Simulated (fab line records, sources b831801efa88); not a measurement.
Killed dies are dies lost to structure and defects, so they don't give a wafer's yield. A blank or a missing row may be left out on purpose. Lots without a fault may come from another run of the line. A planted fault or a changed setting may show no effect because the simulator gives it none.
Chamber matching | flow gf180mcu | GF_STI_ETCH_13 on rie_diel-03: 4 sister chambers
The step etches the open film in CHF3/O2, stops on Si, target depth 282.31 nm, time 112.9 s. 14 wafers are shown with their chamber, then 7 later ones without.

WAFERS WITH THEIR CHAMBER
wafer  | chamber | drypump_motor_current_A (A) | oes_product_au (a.u.) | throttle_valve_pct (%)
L982.3 | 0       | 6.5                         | 0.834                 | 8.803
L982.5 | 2       | 5.8                         | 0.828                 | 8.808
L982.6 | 1       | 5.8                         | 0.824                 | 8.819
L985.2 | 0       | 6.5                         | 0.839                 | 8.816
L985.3 | 2       | 5.8                         | 0.833                 | 8.809
L985.5 | 0       | 6.5                         | 0.837                 | 8.800
L989.3 | 2       | 5.8                         | 0.824                 | 8.820
L989.5 | 0       | 6.5                         | 0.826                 | 8.812
L989.6 | 1       | 5.7                         | 0.816                 | 8.795
L991.1 | 2       | 5.8                         | 0.843                 | 8.809
L991.3 | 1       | 5.7                         | 0.838                 | 8.807
L991.6 | 3       | 5.4                         | 0.835                 | 8.816
L993.1 | 3       | 5.4                         | 0.829                 | 8.804
L993.4 | 0       | 6.5                         | 0.833                 | 8.812

SIGNATURES (means of the wafers above)
reading                 | chamber 0 | chamber 1 | chamber 2 | chamber 3 | scatter within a chamber
drypump_motor_current_A | 6.500     | 5.733     | 5.800     | 5.400     | 0.0258
oes_product_au          | 0.83380   | 0.82600   | 0.83200   | 0.83200   | 0.00753
throttle_valve_pct      | 8.80860   | 8.80700   | 8.81150   | 8.81000   | 0.008
Rule: a wafer's distance from a chamber is the root of the sum, over the readings, of the square of ((its reading less the chamber's mean) divided by the reading's scatter). The wafer belongs to the nearest chamber; if the next one is less than 2 further off, it can't be placed. The scatter: the root of (the sum of the squares of (reading less its chamber's mean) over the shown wafers, divided by (wafers less chambers)).

WAFERS WITHOUT THEIR CHAMBER
wafer  | drypump_motor_current_A (A) | oes_product_au (a.u.) | throttle_valve_pct (%)
L993.5 | 5.7                         | 0.831                 | 8.814
L994.3 | 5.4                         | 0.829                 | 8.807
L994.4 | 5.7                         | 0.829                 | 8.809
L994.6 | 6.5                         | 0.838                 | 8.813
L102.2 | 5.7                         | 0.834                 | 8.814
L102.3 | 5.7                         | 0.837                 | 8.815
L102.4 | 6.5                         | 0.846                 | 8.816

WHICH CHAMBER EACH WENT THROUGH
wafer  | from the rows above     | in truth
L993.5 | 1                       | 1
L994.3 | 3                       | 3
L994.4 | 1                       | 1
L994.6 | 0                       | 0
L102.2 | 1                       | 1
L102.3 | can't be placed: 1 or 2 | 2
L102.4 | 0                       | 0
Placed correctly: 6 of 7. Can't be placed from these rows: 1 (the true chamber is among the candidates in 1). Placed wrongly: 0.
